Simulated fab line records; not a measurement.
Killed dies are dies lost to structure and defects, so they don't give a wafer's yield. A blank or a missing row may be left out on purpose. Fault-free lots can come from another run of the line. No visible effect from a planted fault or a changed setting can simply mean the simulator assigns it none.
2 desks looking at one fault ; flow gf180mcu ; what lay behind the numbers comes last; until then each desk has only its own

== FROM THE METROLOGY DESK ==
What the gauges read, lot by lot, whatever tool the lot ran on: means of the sampled wafers that have a number. If a lot's mean is further than 4 standard deviations from the usual mean, the lot is out of limits and carries the mark OUT (the distance appears in the brackets).
Columns: A = TOP_METAL_ALCU_THK at GF_TOP_METAL_THK_MEAS_06, usual 899 nm; B = PASSIVATION_CVD_00_THK at GF_PASSIVATION_THK_MEAS_01, usual 1001 nm
lot;first seen here;A;B
L861;day 27 15:01;894;996
L864;day 28 12:51;902;1005
L867;day 29 07:29;890;999
L870;day 30 05:25;895;1000
L871;day 30 10:46;909;997
L873;day 30 22:52;896;992
L875;day 31 15:01;888;1001
L876;day 31 17:26;898;997
L877;day 31 23:35;897;1016
L882;day 33 04:25;909;1107 (+8.1) OUT
L884;day 33 15:08;896;1121 (+9.3) OUT
This desk reports L882, L884 out of limits; the earliest was L882 at day 33 20:38 (PASSIVATION_CVD_00_THK at GF_PASSIVATION_THK_MEAS_01). L861, L864, L867, L870, L871, L873, L875, L876, L877: within limits.

== TOOL OWNER'S DESK, pecvd-02 ==
The tool's own readings at GF_PASSIVATION_CVD_00 (deposits SiO2 from TEOS, target thk 1000 nm, time 111.95 s): means of the sampled wafers that have a number, for each lot that ran on this tool. If a lot's mean is further than 4 standard deviations from the usual mean, the lot is out of limits and carries the mark OUT (the distance appears in the brackets).
Columns: A = heaterPowerW at GF_PASSIVATION_CVD_00, usual 678 W; B = rfFwdPowerW at GF_PASSIVATION_CVD_00, usual 596.9 W; C = susceptorTempC at GF_PASSIVATION_CVD_00, usual 400.03 C
lot;first seen here;A;B;C
L871;day 31 05:00;689;593.9;400.14
L873;day 31 18:05;726;599.2;399.97
L882;day 33 20:33;634;836.8 (+99 or more) OUT;400.28
L884;day 34 07:11;610;836.5 (+99 or more) OUT;400.02
This desk's verdict: out of limits on L882, L884, starting with L882 at day 33 20:33 (rfFwdPowerW at GF_PASSIVATION_CVD_00). L871, L873: within limits.

== TAKEN TOGETHER ==
On L882, L884, at day 33 20:33, an alarm was possible from the tool owner's desk.
L882, L884 would have let the metrology desk raise an alarm at day 33 20:38.
On pecvd-02, each named lot ran GF_PASSIVATION_CVD_00.

== WHAT WAS PUT IN BY THE SIMULATOR ==
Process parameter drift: pecvd-02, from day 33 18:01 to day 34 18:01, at GF_PASSIVATION_CVD_00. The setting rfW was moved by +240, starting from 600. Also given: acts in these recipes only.
Lots struck among those shown: L882, L884.
Time in hours from fault onset to the first out-of-limits reading at each desk: tool owner's desk 3, metrology desk 3.
